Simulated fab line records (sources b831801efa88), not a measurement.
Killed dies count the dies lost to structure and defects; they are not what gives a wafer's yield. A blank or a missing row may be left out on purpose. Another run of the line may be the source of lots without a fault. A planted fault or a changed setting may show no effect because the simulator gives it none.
8D (eight disciplines) problem report, filled in by code -- flow sky130 -- the parts of the form that need people (team, actions taken, sign-off) are left out

## 1. THE PROBLEM
Across 6 wafers from 2 lots, POLY_GATE_TW at SKY_RES_PROTECT_TW_MEAS_08 averages 234, while fault-free wafers read 4011 with a standard deviation of 29. That is -99 or more standard deviations from the usual mean.
First observed at day 21 21:06: wafer L290.3, on film-metro-03. The record has a number at this step for 42 wafers belonging to 14 lots. The rule behind "out" and "out of limits": a value lying over 4 standard deviations away from the usual mean. The rest of the wafers with a number are treated as sound.

## 2. WHAT IT IS, AND WHAT IT ISN'T
question,is,is not
which readings at this step,POLY_GATE_TW,-
which lots,"L290, L293","L273, L274, L275, L276, L277, L279, L280, L281, L282, L283, L294, L296"
which wafers of those lots,all that have a number,-
read on which gauges,"film-metro-03, film-metro-04",film-metro-02
when,from day 21 21:06,"up to then (30 sound wafers); but 6 sound wafers of L294, L296 came after"

## 3. SUSPECTS, AND WHAT RULES EACH OUT
Counting: a tool at any process step up to the reading remains a suspect when it ran all the lots that are out and ran no sound lot after the first of those.
- the gauge at SKY_RES_PROTECT_TW_MEAS_08 is ruled out. Those wafers that are out were read across 2 gauges (film-metro-03, film-metro-04).
- litho-track-03 at SKY_RES_PROTECT_DEVELOP_06 (develop time 60 s): kept. All lots that are out passed through it, beginning with L290 at day 21 20:44, and no sound lot followed; its final sound lot before that point was L283 at day 18 17:56.
Left after counting: litho-track-03 at SKY_RES_PROTECT_DEVELOP_06.

## 4. THE CAUSE (what the simulator had put in)
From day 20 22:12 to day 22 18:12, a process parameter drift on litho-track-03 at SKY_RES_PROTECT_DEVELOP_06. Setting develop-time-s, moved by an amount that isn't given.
Only this tool survived the counting.

## 5. SEQUENCE OF EFFECTS, ordered by route
Rows list readings where the struck wafers' mean (over those with a number) sits beyond 3 standard deviations from the usual. Scope: only readings with a usual standard deviation given in the record; hours: median across lots of the time from each lot's start at the first step in this table that gives one to its start at this step; sigmas: change in usual standard deviations.
hours,step,reading,usual,on struck wafers,change,sigmas
0,SKY_RES_PROTECT_TW_MEAS_08,POLY_GATE_TW,4011,234,-3777,-99 or more

## 6. WHAT WOULD HAVE CAUGHT IT SOONER
In this record the first reading out of limits at a measuring or inspecting step was taken at day 21 21:06, 23 hours after the fault began at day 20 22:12.
Of the lots that are out (2), L293 began SKY_RES_PROTECT_DEVELOP_06 on litho-track-03 after day 21 21:06. A hold on the tool at that time would have spared it.
